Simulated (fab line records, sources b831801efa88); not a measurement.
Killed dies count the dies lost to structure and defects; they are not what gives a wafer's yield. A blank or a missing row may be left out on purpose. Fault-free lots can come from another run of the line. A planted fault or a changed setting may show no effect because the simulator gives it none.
Commonality check across tools || flow sky130 || 36 wafers sampled across 12 lots

== REASON FOR OPENING ==
2 of 12 lots carry a flag on the reading RES_XHIGH_TW at SKY_RES_XHIGH_TW_MEAS_09. Wafers without a fault read 1656, standard deviation 16.
Rule: a lot is flagged when every wafer of it that has a number lies more than 4 standard deviations from that mean, or none has a number. The rest of the lots are taken to be sound.

{"lot": "L994", "measured": "day 26 04:24", "on": "film-metro-02", "RES_XHIGH_TW, wafer by wafer": "1659 1670 1665", "flag": ""}
{"lot": "L995", "measured": "day 26 10:04", "on": "film-metro-03", "RES_XHIGH_TW, wafer by wafer": "1658 1664 1674", "flag": ""}
{"lot": "L997", "measured": "day 27 22:18", "on": "film-metro-01", "RES_XHIGH_TW, wafer by wafer": "1635 1635 1626", "flag": ""}
{"lot": "L998", "measured": "day 28 07:45", "on": "film-metro-03", "RES_XHIGH_TW, wafer by wafer": "1670 1667 1661", "flag": ""}
{"lot": "L101", "measured": "day 29 10:23", "on": "film-metro-02", "RES_XHIGH_TW, wafer by wafer": "1686 1681 1681", "flag": ""}
{"lot": "L102", "measured": "day 29 13:24", "on": "film-metro-03", "RES_XHIGH_TW, wafer by wafer": "1661 1657 1670", "flag": ""}
{"lot": "L104", "measured": "day 30 07:12", "on": "film-metro-02", "RES_XHIGH_TW, wafer by wafer": "1669 1675 1667", "flag": ""}
{"lot": "L105", "measured": "day 30 14:06", "on": "film-metro-02", "RES_XHIGH_TW, wafer by wafer": "1669 1673 1673", "flag": ""}
{"lot": "L113", "measured": "day 34 07:52", "on": "film-metro-03", "RES_XHIGH_TW, wafer by wafer": "1065 1069 1064", "flag": "FLAGGED"}
{"lot": "L115", "measured": "day 34 10:11", "on": "film-metro-03", "RES_XHIGH_TW, wafer by wafer": "1057 1064 1067", "flag": "FLAGGED"}
{"lot": "L116", "measured": "day 34 10:42", "on": "film-metro-01", "RES_XHIGH_TW, wafer by wafer": "1632 1637 1639", "flag": ""}
{"lot": "L117", "measured": "day 34 15:08", "on": "film-metro-01", "RES_XHIGH_TW, wafer by wafer": "1635 1638 1638", "flag": ""}
The mean of the flagged lots' numbers is 1064, -592 from the usual (-37 standard deviations).

== WHICH TOOL EACH LOT WENT THROUGH ==
Before the reading, the record contains 2 process steps out of a 708-step route. Each cell gives the tool, then ch followed by the chambers the sampled wafers passed through, then the start.
{"lot": "L994", "flag": "", "SKY_LDD_HVP_STRIP_09": "plasma-asher-02 ch 0,1, day 21 00:44", "SKY_RES_XHIGH_IMPLANT_07": "implanter-03 ch 0, day 26 04:09"}
{"lot": "L995", "flag": "", "SKY_LDD_HVP_STRIP_09": "plasma-asher-04 ch 0,1, day 21 07:17", "SKY_RES_XHIGH_IMPLANT_07": "implanter-04 ch 0, day 26 09:49"}
{"lot": "L997", "flag": "", "SKY_LDD_HVP_STRIP_09": "plasma-asher-02 ch 0, day 22 22:11", "SKY_RES_XHIGH_IMPLANT_07": "implanter-03 ch 0, day 27 22:04"}
{"lot": "L998", "flag": "", "SKY_LDD_HVP_STRIP_09": "plasma-asher-02 ch 0,1, day 23 06:26", "SKY_RES_XHIGH_IMPLANT_07": "implanter-03 ch 0, day 28 07:30"}
{"lot": "L101", "flag": "", "SKY_LDD_HVP_STRIP_09": "plasma-asher-03 ch 0,1, day 24 11:08", "SKY_RES_XHIGH_IMPLANT_07": "implanter-03 ch 0, day 29 10:08"}
{"lot": "L102", "flag": "", "SKY_LDD_HVP_STRIP_09": "plasma-asher-04 ch 0,1, day 24 13:25", "SKY_RES_XHIGH_IMPLANT_07": "implanter-03 ch 0, day 29 13:09"}
{"lot": "L104", "flag": "", "SKY_LDD_HVP_STRIP_09": "plasma-asher-02 ch 0,1, day 25 12:07", "SKY_RES_XHIGH_IMPLANT_07": "implanter-02 ch 0, day 30 06:57"}
{"lot": "L105", "flag": "", "SKY_LDD_HVP_STRIP_09": "plasma-asher-02 ch 0,1, day 25 18:20", "SKY_RES_XHIGH_IMPLANT_07": "implanter-04 ch 0, day 30 13:52"}
{"lot": "L113", "flag": "FLAGGED", "SKY_LDD_HVP_STRIP_09": "plasma-asher-03 ch 0,1, day 28 18:13", "SKY_RES_XHIGH_IMPLANT_07": "implanter-03 ch 0, day 34 07:40"}
{"lot": "L115", "flag": "FLAGGED", "SKY_LDD_HVP_STRIP_09": "plasma-asher-03 ch 0,1, day 29 01:46", "SKY_RES_XHIGH_IMPLANT_07": "implanter-03 ch 0, day 34 09:56"}
{"lot": "L116", "flag": "", "SKY_LDD_HVP_STRIP_09": "plasma-asher-04 ch 0,1, day 29 13:18", "SKY_RES_XHIGH_IMPLANT_07": "implanter-04 ch 0, day 34 10:28"}
{"lot": "L117", "flag": "", "SKY_LDD_HVP_STRIP_09": "plasma-asher-04 ch 0,1, day 30 03:37", "SKY_RES_XHIGH_IMPLANT_07": "implanter-02 ch 0, day 34 14:55"}
These steps, and what they do:
- SKY_LDD_HVP_STRIP_09: strips in O2/N2.
- SKY_RES_XHIGH_IMPLANT_07
- SKY_RES_XHIGH_TW_MEAS_09

== FLAGGED OVER TOTAL, TOOL BY TOOL (the gauges that took the reading come last) ==
{"step": "SKY_LDD_HVP_STRIP_09", "tool": "plasma-asher-02", "lots run": 5, "flagged": 0, "share of the flagged lots": "none", "sound lots run after its first flagged lot": "-"}
{"step": "SKY_LDD_HVP_STRIP_09", "tool": "plasma-asher-03", "lots run": 3, "flagged": 2, "share of the flagged lots": "all", "sound lots run after its first flagged lot": 0}
{"step": "SKY_LDD_HVP_STRIP_09", "tool": "plasma-asher-04", "lots run": 4, "flagged": 0, "share of the flagged lots": "none", "sound lots run after its first flagged lot": "-"}
{"step": "SKY_RES_XHIGH_IMPLANT_07", "tool": "implanter-02", "lots run": 2, "flagged": 0, "share of the flagged lots": "none", "sound lots run after its first flagged lot": "-"}
{"step": "SKY_RES_XHIGH_IMPLANT_07", "tool": "implanter-03", "lots run": 7, "flagged": 2, "share of the flagged lots": "all", "sound lots run after its first flagged lot": 0}
{"step": "SKY_RES_XHIGH_IMPLANT_07", "tool": "implanter-04", "lots run": 3, "flagged": 0, "share of the flagged lots": "none", "sound lots run after its first flagged lot": "-"}
{"step": "SKY_RES_XHIGH_TW_MEAS_09", "tool": "film-metro-01", "lots run": 3, "flagged": 0, "share of the flagged lots": "none", "sound lots run after its first flagged lot": "-"}
{"step": "SKY_RES_XHIGH_TW_MEAS_09", "tool": "film-metro-02", "lots run": 4, "flagged": 0, "share of the flagged lots": "none", "sound lots run after its first flagged lot": "-"}
{"step": "SKY_RES_XHIGH_TW_MEAS_09", "tool": "film-metro-03", "lots run": 5, "flagged": 2, "share of the flagged lots": "all", "sound lots run after its first flagged lot": 0}

== WHAT THE TABLE ALLOWS ==
3 rows of the table ran every flagged lot: plasma-asher-03 at SKY_LDD_HVP_STRIP_09, implanter-03 at SKY_RES_XHIGH_IMPLANT_07, film-metro-03 at SKY_RES_XHIGH_TW_MEAS_09.
- plasma-asher-03 at SKY_LDD_HVP_STRIP_09 ran 3 lots, 2 of them flagged. A fault beginning between L101 (day 24 11:08), its last sound lot, and L113 (day 28 18:13), its first flagged one, fits the data.
- implanter-03 at SKY_RES_XHIGH_IMPLANT_07 ran 7 lots, 2 of them flagged. A fault beginning between L102 (day 29 13:09), its last sound lot, and L113 (day 34 07:40), its first flagged one, fits the data. Its own readings lie more than 4 standard deviations out on every wafer of the flagged lots: beam-on-s, dose-ions-cm2.
- film-metro-03 at SKY_RES_XHIGH_TW_MEAS_09 ran 5 lots, 2 of them flagged. A fault beginning between L102 (day 29 13:24), its last sound lot, and L113 (day 34 07:52), its first flagged one, fits the data.
A lot count leaves these 3 tools indistinguishable: every one of them fits a fault beginning at some hour. More lots, or a look at what each step does to the wafer, might.

== WHAT WAS PUT IN BY THE SIMULATOR ==
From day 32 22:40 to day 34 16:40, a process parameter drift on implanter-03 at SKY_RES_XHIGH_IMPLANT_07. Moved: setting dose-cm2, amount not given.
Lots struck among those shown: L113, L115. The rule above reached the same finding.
